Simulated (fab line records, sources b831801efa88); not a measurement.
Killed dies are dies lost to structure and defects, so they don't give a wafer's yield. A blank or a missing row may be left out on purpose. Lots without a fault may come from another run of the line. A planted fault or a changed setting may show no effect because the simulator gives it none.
fab line records | flow sky130
record lots=7 wafers=21 last_day=50
route steps=708 shown VT_ADJUST_HVTR@137 VT_ADJUST_PCH@143 PAD_OPEN@708
lots that met no fault: from a run of the same line without faults
start_h: hours from the record's first day to the start of the lot's first wafer shown | wait_h: hours since the lot's step before | " the same as in the row above | L1.1+2: a row that stands for several wafers | - no value, or no start given | * or withheld: withheld | < > ~ a bound
route shown NAME@n: a module of which the file shows steps, and the number in the route of the first | usual: mean/standard deviation of fault-free wafers | same: alike in all rows | chamber/n: place in a boat | sites: the reading at each site | _std_site: their standard deviation | _edge_site: outer sites' mean less inner sites' | radius_mm: how far each site lies from the wafer's centre | mask NAME#n: copy n | behind: the tool/chamber that last shaped the wafer | hold: why the lot was held/for how many hours/how that ended | device: the transistor (n, p or np) that didn't switch | end of line: the same wafers' tests at the end of the route | a step without rows: its recipe alone | killed: dies lost to structure and defects at the first sort, not the wafer's yield | map: a wafer's dies, x killed, . not, _ none there
set.NAME: the setting as run; set.NAME@STEP: as run at that earlier step | model.NAME: the simulator's own value behind a step, which no gauge read
lots at some steps of the route; a table a step, a row a wafer
services: from which hour (start_h, from the record's first day; less than 0 if before it) a tool's chamber was out of use, for how many hours, and why
## steps
# step SKY_VT_ADJUST_HVTR_DEVELOP_06
# recipe develop_time_s=60 dev_temp_c=23
# step SKY_VT_ADJUST_HVTR_CD_MEAS_07
# recipe target_cd_nm=380
# usual cd_nm=379.7/2.2
# columns lot.wafer tool chamber start_h wait_h cd_nm
L476.1 cd_sem-01 - 251.22 0.1 376.5
L476.5 " - " " 375.2
L476.6 " - " " 378.1
L478.4 cd_sem-01 - 270.13 0.1 379.3
L478.5 " - " " 382.6
L478.6 " - " " 380.4
L479.1 cd_sem-01 - 274.17 0.1 381.8
L479.4 " - " " 381.6
L479.5 " - " " 381.2
L482.2 cd_sem-01 - 295.42 0.1 381.1
L482.4 " - " " 383.0
L482.5 " - " " 382.5
L486.2 cd_sem-02 - 331.00 0.1 379.0
L486.3 " - " " 377.6
L486.5 " - " " 379.2
L490.1 cd_sem-02 - 361.20 0.1 379.0
L490.2 " - " " 376.1
L490.3 " - " " 379.0
L491.2 cd_sem-01 - 366.25 0.1 380.4
L491.3 " - " " 378.2
L491.5 " - " " 379.1
# step SKY_VT_ADJUST_HVTR_OVL_MEAS_08
# usual VT_ADJUST_HVTR_OVL=0.0/1.3
# columns lot.wafer tool chamber start_h wait_h VT_ADJUST_HVTR_OVL[nm]
L476.1 overlay-01 - 251.34 0.1 1.5
L476.5 " - " " 0.7
L476.6 " - " " 0.8
L478.4 overlay-02 - 270.21 0.1 0.8
L478.5 " - " " 3.0
L478.6 " - " " 2.2
L479.1 overlay-02 - 274.29 0.1 -1.2
L479.4 " - " " -1.2
L479.5 " - " " -0.2
L482.2 overlay-02 - 295.52 0.1 -0.3
L482.4 " - " " 0.7
L482.5 " - " " -0.9
L486.2 overlay-01 - 331.11 0.1 -1.1
L486.3 " - " " -0.4
L486.5 " - " " -0.5
L490.1 overlay-01 - 361.32 0.1 0.3
L490.2 " - " " 1.2
L490.3 " - " " -0.5
L491.2 overlay-01 - 366.36 0.1 -0.7
L491.3 " - " " -2.0
L491.5 " - " " 0.7
# step SKY_VT_ADJUST_HVTR_IMPLANT_09
# recipe species=B energy_kev=10 dose_cm2=2.1e+12 tilt_deg=withheld
# step SKY_VT_ADJUST_HVTR_STRIP_10
# recipe chemistry=O2/N2 power_w=1400 pressure_mtorr=1500 platen_temp_c=withheld o2_flow_sccm=3000 n2_flow_sccm=300 overash_fraction=0.5
# usual drypump_motor_current_A=5.6/0.55 oes_product_au=0.715/0.0039 strip_time_to_endpoint_s=14.16/0.037
# same overash_fraction=0.5
# columns lot.wafer tool chamber start_h wait_h drypump_motor_current_A oes_product_au rf_hours_counter_h strip_time_to_endpoint_s
L476.1 plasma_asher-01 0 251.52 0.1 6.6 0.715 55 14.13
L476.5 " 0 " " 6.6 0.714 - 14.18
L476.6 " 1 " " 6.0 0.711 - 14.16
L478.4 plasma_asher-01 1 270.41 0.1 6.0 0.717 - 14.16
L478.5 " 1 " " 6.0 0.711 - 14.21
L478.6 " 0 " " 6.6 0.719 - 14.22
L479.1 plasma_asher-04 1 274.47 0.1 5.3 0.712 44 14.10
L479.4 " 1 " " 5.3 0.718 - 14.13
L479.5 " 1 " " 5.3 0.713 - 14.21
L482.2 plasma_asher-02 1 295.70 0.1 5.4 0.721 63 14.16
L482.4 " 0 " " 5.6 0.710 - 14.17
L482.5 " 0 " " 5.6 0.718 - 14.12
L486.2 plasma_asher-02 1 331.29 0.1 5.4 0.716 67 14.15
L486.3 " 0 " " 5.6 0.715 - 14.15
L486.5 " 0 " " 5.6 0.716 - 14.17
L490.1 plasma_asher-01 1 361.50 0.1 6.0 0.708 66 14.17
L490.2 " 0 " " 6.6 0.714 66 14.17
L490.3 " 1 " " 6.0 0.710 - 14.16
L491.2 plasma_asher-04 0 366.54 0.1 5.0 0.719 53 14.17
L491.3 " 1 " " 5.3 0.717 - 14.19
L491.5 " 0 " " 5.0 0.712 - 14.17
# step SKY_VT_ADJUST_HVTR_TW_MEAS_11
# usual VT_ADJUST_HVTR_TW=212.3/1
# columns lot.wafer tool chamber start_h wait_h VT_ADJUST_HVTR_TW
L476.1 film_metro-03 - 251.62 0.1 211.8
L476.5 " - " " 212.2
L476.6 " - " " 212.7
L478.4 film_metro-03 - 270.50 0.1 212.4
L478.5 " - " " 213.2
L478.6 " - " " 212.3
L479.1 film_metro-02 - 274.57 0.1 212.7
L479.4 " - " " 212.3
L479.5 " - " " 211.6
L482.2 film_metro-01 - 295.81 0.1 212.3
L482.4 " - " " 211.1
L482.5 " - " " 212.3
L486.2 film_metro-03 - 331.40 0.1 212.8
L486.3 " - " " 211.4
L486.5 " - " " 211.1
L490.1 film_metro-03 - 361.60 0.1 212.7
L490.2 " - " " 212.2
L490.3 " - " " 213.1
L491.2 film_metro-03 - 366.65 0.1 213.5
L491.3 " - " " 212.7
L491.5 " - " " 212.5
# step SKY_VT_ADJUST_PCH_DEHYDRATE_00
# recipe temp_c=200 time_s=60
# step SKY_VT_ADJUST_PCH_HMDS_01
# recipe prime_time_s=60 prime_temp_c=120
# step SKY_VT_ADJUST_PCH_COAT_02
# recipe spin_rpm=2000 resist_thk_nm=3000
# step SKY_VT_ADJUST_PCH_SOFTBAKE_03
# recipe temp_c=110 time_s=withheld
# step SKY_VT_ADJUST_PCH_EXPOSE_04
# recipe mask_id=NWM na=0.6 source_shape=conventional sigma_outer=0.6 polarization=unpolarized target_cd_nm=840 dose_mj=255
# step SKY_VT_ADJUST_PCH_PEB_05
# recipe temp_c=115 time_s=withheld
# step SKY_VT_ADJUST_PCH_DEVELOP_06
# recipe wall_angle_deg=90 developer=TMAH develop_time_s=60 dev_temp_c=23
# usual developer_temp_C=23.00/0.1
# columns lot.wafer tool chamber start_h wait_h developer_temp_C
L476.1 litho_track-01 0 275 - 23.08
L476.5 " 0 " " 23.00
L476.6 " 0 " " 23.04
L478.4 litho_track-03 0 294 - 23.13
L478.5 " 0 " " 23.21
L478.6 " 0 " " 23.18
L479.1 litho_track-03 0 299 - 23.07
L479.4 " 0 " " 22.97
L479.5 " 0 " " 22.94
L482.2 litho_track-03 0 321 - 22.95
L482.4 " 0 " " 22.96
L482.5 " 0 " " 23.09
L486.2 litho_track-01 0 357 - 22.96
L486.3 " 0 " " 22.91
L486.5 " 0 " " 23.05
L490.1 litho_track-04 0 389 - 22.83
L490.2 " 0 " " 23.04
L490.3 " 0 " " 23.00
L491.2 litho_track-03 0 395 - 23.00
L491.3 " 0 " " 23.07
L491.5 " 0 " " 23.16
# step SKY_VT_ADJUST_PCH_OVL_MEAS_07
# usual VT_ADJUST_PCH_OVL=0.1/1.2
# columns lot.wafer tool chamber start_h wait_h VT_ADJUST_PCH_OVL[nm]
L476.1 overlay-02 - 275.52 - 2.1
L476.5 " - " " 1.8
L476.6 " - " " 2.9
L478.4 overlay-02 - 295.00 - -
L478.5 " - " " -
L478.6 " - " " -
L479.1 overlay-02 - 299.33 - -
L479.4 " - " " -
L479.5 " - " " -
L482.2 overlay-01 - 321.24 - -
L482.4 " - " " -
L482.5 " - " " -
L486.2 overlay-01 - 357.93 - 1.1
L486.3 " - " " -2.0
L486.5 " - " " 0.7
L490.1 overlay-02 - 389.55 - -0.3
L490.2 " - " " -0.9
L490.3 " - " " -0.9
L491.2 overlay-01 - 395.14 - 0.4
L491.3 " - " " 0.3
L491.5 " - " " -0.2
# step SKY_VT_ADJUST_PCH_IMPLANT_08
# recipe species=B energy_kev=10 dose_cm2=5e+11 tilt_deg=withheld
# step SKY_PAD_OPEN_PROBE_99
# usual killed_at_M0_to_M3=42/7.3 killed_at_M4_up=3.2/1.8 killed_at_contacts=25/5.2 killed_at_front_end=15/4.6 killed_at_other=0.3/0.62 killed_dies=85/9.9 killed_on_rim=17/3.9 killed_open=46/7.1 killed_short=38/5.7
# same gross_dies=492 killed_at_back_side=0
# columns lot.wafer tool chamber start_h wait_h hold killed_at_M0_to_M3 killed_at_M4_up killed_at_contacts killed_at_front_end killed_at_other killed_dies killed_on_rim killed_open killed_short
L476.1 prober-01 - 1118.92 0.1 - 34 3 25 27 1 90 23 48 41
L476.5 prober-01 - 1119.12 0.2 - 36 6 28 18 0 88 19 49 37
L476.6 prober-01 - 1119.17 0.2 - 39 4 31 13 2 89 19 47 40
L478.4 prober-01 - 1132.37 0.2 await_dispo/2.5h/scrap 42 2 14 433 1 492 96 35 38
L478.5 prober-01 - 1132.42 0.2 await_dispo/2.5h/scrap 40 2 27 423 0 492 96 44 38
L478.6 prober-01 - 1132.47 0.2 await_dispo/2.5h/scrap 31 4 19 438 0 492 96 30 33
L479.1 prober-02 - 1133.46 0.1 await_dispo/3.5h/scrap 49 2 31 408 2 492 96 48 44
L479.4 prober-02 - 1133.61 0.2 await_dispo/3.5h/scrap 43 4 33 412 0 492 96 50 46
L479.5 prober-02 - 1133.66 0.2 await_dispo/3.5h/scrap 46 3 21 422 0 492 96 47 32
L482.2 prober-01 - 1151.76 0.1 await_dispo/4.2h/scrap 43 2 24 423 0 492 96 52 30
L482.4 prober-01 - 1151.86 0.2 await_dispo/4.2h/scrap 54 5 19 412 2 492 96 50 44
L482.5 prober-01 - 1151.91 0.2 await_dispo/4.2h/scrap 47 3 13 429 0 492 96 42 37
L486.2 prober-01 - 1173.83 0.1 - 43 7 19 10 0 79 15 42 37
L486.3 prober-01 - 1173.88 0.2 - 34 5 23 13 0 75 13 40 35
L486.5 prober-01 - 1173.98 0.2 - 34 1 25 16 0 76 18 43 33
L491.2 prober-02 - 1195.69 0.1 - 52 5 28 6 0 91 15 48 43
L491.3 prober-02 - 1195.74 0.2 - 39 3 24 13 0 79 11 47 32
L491.5 prober-02 - 1195.84 0.2 - 33 3 26 19 1 82 16 42 38
# killed by level:class
L476.1 CONTACT:geometric_particle:open=8 FIELD_ISO:geometric_particle:short=7 FIELD_ISO:geometric_particle:open=7 CONTACT:geometric_particle:short=7 VIA1:geometric_particle:open=6 VIA3:geometric_particle:open=6 POLY_GATE:geometric_particle:open=6 METAL2:geometric_particle:short=6
L476.5 VIA1:geometric_particle:open=12 LI_CONTACT:geometric_particle:open=8 CONTACT:geometric_particle:open=8 LOCAL_INTERCONNECT:geometric_particle:short=7 FIELD_ISO:geometric_particle:short=6 FIELD_ISO:geometric_particle:open=4 POLY_GATE:geometric_particle:short=3 SPACER:geometric_particle:open=3
L476.6 CONTACT:geometric_particle:open=15 VIA1:geometric_particle:open=9 LI_CONTACT:geometric_particle:open=8 METAL2:geometric_particle:short=8 FIELD_ISO:geometric_particle:open=5 METAL3:geometric_particle:open=5 VIA1:geometric_particle:short=4 CONTACT:geometric_particle:short=4
L478.4 VT_ADJUST_PCH:area_develop=419 VIA3:geometric_particle:open=7 LI_CONTACT:geometric_particle:open=5 VIA1:geometric_particle:open=5 VIA1:geometric_particle:short=5 FIELD_ISO:geometric_particle:short=4 POLY_GATE:geometric_particle:open=4 METAL1:geometric_particle:short=4
L478.5 VT_ADJUST_PCH:area_develop=410 VIA1:geometric_particle:open=9 LI_CONTACT:geometric_particle:open=8 CONTACT:geometric_particle:open=7 VIA1:geometric_particle:short=6 VIA3:geometric_particle:open=6 POLY_GATE:geometric_particle:open=5 LI_CONTACT:geometric_particle:short=5
L478.6 VT_ADJUST_PCH:area_develop=429 CONTACT:geometric_particle:open=8 VIA1:geometric_particle:open=7 METAL1:geometric_particle:short=6 VIA1:geometric_particle:short=5 POLY_GATE:geometric_particle:short=4 LI_CONTACT:geometric_particle:open=4 METAL2:geometric_particle:short=4
L479.1 VT_ADJUST_PCH:area_develop=400 VIA1:geometric_particle:open=15 CONTACT:geometric_particle:open=8 CONTACT:geometric_particle:short=8 LI_CONTACT:geometric_particle:open=7 VIA2:geometric_particle:open=7 METAL2:geometric_particle:short=6 VIA3:geometric_particle:open=4
L479.4 VT_ADJUST_PCH:area_develop=396 CONTACT:geometric_particle:open=12 LI_CONTACT:geometric_particle:open=8 LOCAL_INTERCONNECT:geometric_particle:short=8 METAL1:geometric_particle:short=8 VIA1:geometric_particle:open=7 VIA3:geometric_particle:open=6 METAL2:geometric_particle:short=5
L479.5 VT_ADJUST_PCH:area_develop=413 VIA1:geometric_particle:open=13 VIA1:geometric_particle:short=10 VIA2:geometric_particle:open=8 LI_CONTACT:geometric_particle:open=7 CONTACT:geometric_particle:open=7 FIELD_ISO:geometric_particle:open=6 CONTACT:geometric_particle:short=5
L482.2 VT_ADJUST_PCH:area_develop=410 VIA1:geometric_particle:open=10 VIA3:geometric_particle:open=9 LI_CONTACT:geometric_particle:open=8 CONTACT:geometric_particle:open=7 FIELD_ISO:geometric_particle:open=5 VIA2:geometric_particle:short=5 POLY_GATE:geometric_particle:short=4
L482.4 VT_ADJUST_PCH:area_develop=398 METAL1:geometric_particle:short=10 VIA1:geometric_particle:open=10 VIA2:geometric_particle:open=9 CONTACT:geometric_particle:open=6 FIELD_ISO:geometric_particle:open=5 LI_CONTACT:geometric_particle:open=5 METAL2:geometric_particle:short=5
L482.5 VT_ADJUST_PCH:area_develop=413 VIA2:geometric_particle:open=10 VIA1:geometric_particle:open=8 FIELD_ISO:geometric_particle:short=7 CONTACT:geometric_particle:open=5 METAL2:geometric_particle:short=5 METAL3:geometric_particle:short=5 METAL1:geometric_particle:short=4
L486.2 VIA1:geometric_particle:open=11 CONTACT:geometric_particle:open=8 VIA3:geometric_particle:open=6 METAL4:geometric_particle:short=6 LI_CONTACT:geometric_particle:open=5 METAL1:geometric_particle:short=5 METAL2:geometric_particle:short=5 VIA1:geometric_particle:short=4
L486.3 CONTACT:geometric_particle:open=11 METAL1:geometric_particle:short=6 VIA1:geometric_particle:open=6 LI_CONTACT:geometric_particle:open=5 VIA1:geometric_particle:short=5 VIA3:geometric_particle:open=5 FIELD_ISO:geometric_particle:short=4 METAL4:geometric_particle:short=4
L486.5 CONTACT:geometric_particle:open=11 VIA1:geometric_particle:open=10 CONTACT:geometric_particle:short=6 VIA3:geometric_particle:open=5 VIA3:geometric_particle:short=5 FIELD_ISO:geometric_particle:short=4 POLY_GATE:geometric_particle:open=4 LI_CONTACT:geometric_particle:open=4
L491.2 VIA1:geometric_particle:open=15 CONTACT:geometric_particle:open=10 LOCAL_INTERCONNECT:geometric_particle:short=8 VIA1:geometric_particle:short=7 VIA2:geometric_particle:open=7 METAL2:geometric_particle:short=5 LI_CONTACT:geometric_particle:open=4 VIA3:geometric_particle:short=4
L491.3 CONTACT:geometric_particle:open=10 LI_CONTACT:geometric_particle:open=8 VIA1:geometric_particle:short=7 VIA1:geometric_particle:open=6 VIA3:geometric_particle:open=5 VIA2:geometric_particle:open=5 FIELD_ISO:geometric_particle:open=4 METAL2:geometric_particle:short=4
L491.5 LI_CONTACT:geometric_particle:open=8 CONTACT:geometric_particle:open=6 VIA1:geometric_particle:open=6 VIA2:geometric_particle:open=6 FIELD_ISO:geometric_particle:short=5 CONTACT:geometric_particle:short=5 FIELD_ISO:geometric_particle:open=4 METAL3:geometric_particle:short=4
# map L478.4 (x killed, . not)
__________xxxxxxxxxx_________
________xxxxxxxxxxxxxx_______
______xxxxxxxxxxxxxxxxxx_____
_____xxxxxxxxxxxxxxxxxxxx____
____xxxxxxxxxxxxxxxxxxxxxx___
___xxxxxxxxxxxxxxxxxxxxxxxx__
__xxxxxxxxxxxxxxxxxxxxxxxxxx_
_xxxxxxxxxxxxxxxxxxxxxxxxxxxx
_xxxxxxxxxxxxxxxxxxxxxxxxxxxx
_xxxxxxxxxxxxxxxxxxxxxxxxxxxx
_xxxxxxxxxxxxxxxxxxxxxxxxxxxx
_xxxxxxxxxxxxxxxxxxxxxxxxxxxx
_xxxxxxxxxxxxxxxxxxxxxxxxxxxx
_xxxxxxxxxxxxxxxxxxxxxxxxxxxx
_xxxxxxxxxxxxxxxxxxxxxxxxxxxx
__xxxxxxxxxxxxxxxxxxxxxxxxxx_
___xxxxxxxxxxxxxxxxxxxxxxxx__
____xxxxxxxxxxxxxxxxxxxxxx___
_____xxxxxxxxxxxxxxxxxxxx____
______xxxxxxxxxxxxxxxxxx_____
________xxxxxxxxxxxxxx_______
__________xxxxxxxxxx_________
# map L479.1 (x killed, . not)
__________xxxxxxxxxx_________
________xxxxxxxxxxxxxx_______
______xxxxxxxxxxxxxxxxxx_____
_____xxxxxxxxxxxxxxxxxxxx____
____xxxxxxxxxxxxxxxxxxxxxx___
___xxxxxxxxxxxxxxxxxxxxxxxx__
__xxxxxxxxxxxxxxxxxxxxxxxxxx_
_xxxxxxxxxxxxxxxxxxxxxxxxxxxx
_xxxxxxxxxxxxxxxxxxxxxxxxxxxx
_xxxxxxxxxxxxxxxxxxxxxxxxxxxx
_xxxxxxxxxxxxxxxxxxxxxxxxxxxx
_xxxxxxxxxxxxxxxxxxxxxxxxxxxx
_xxxxxxxxxxxxxxxxxxxxxxxxxxxx
_xxxxxxxxxxxxxxxxxxxxxxxxxxxx
_xxxxxxxxxxxxxxxxxxxxxxxxxxxx
__xxxxxxxxxxxxxxxxxxxxxxxxxx_
___xxxxxxxxxxxxxxxxxxxxxxxx__
____xxxxxxxxxxxxxxxxxxxxxx___
_____xxxxxxxxxxxxxxxxxxxx____
______xxxxxxxxxxxxxxxxxx_____
________xxxxxxxxxxxxxx_______
__________xxxxxxxxxx_________
## services
# columns tool chamber start_h hours kind
plasma_asher-01 - 281.42 0.8 repair
plasma_asher-01 - 355.52 2.2 repair
plasma_asher-04 - 358.59 1.9 repair
## key
first_sign step=SKY_VT_ADJUST_PCH_OVL_MEAS_07 reading=VT_ADJUST_PCH_OVL direction=missing
effect step=SKY_PAD_OPEN_PROBE_99 reading=killed_at_front_end direction=up sigmas=89 usual=15 struck=422
more_kills_born_at SKY_VT_ADJUST_PCH_DEVELOP_06@litho_track-03=3688
met_at SKY_VT_ADJUST_PCH_DEVELOP_06
struck_wafers L478.4,L478.5,L478.6,L479.1,L479.4,L479.5,L482.2,L482.4,L482.5
tester_left_out L478,L479,L482
fault kind=process_parameter_drift tool=litho_track-03 chamber=- onset_h=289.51 steps=SKY_VT_ADJUST_PCH_DEVELOP_06 channel=develop_time_s offset=* shape=step end_h=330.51 acts_in=* stated=*
# tester_left_out: of these lots the tester's yield and bins aren't shown, on N5 and GAA mostly nor the transistor test; their killed dies are dies lost to structure and defects alone, not to doping, threshold or leakage, so they don't give the yield
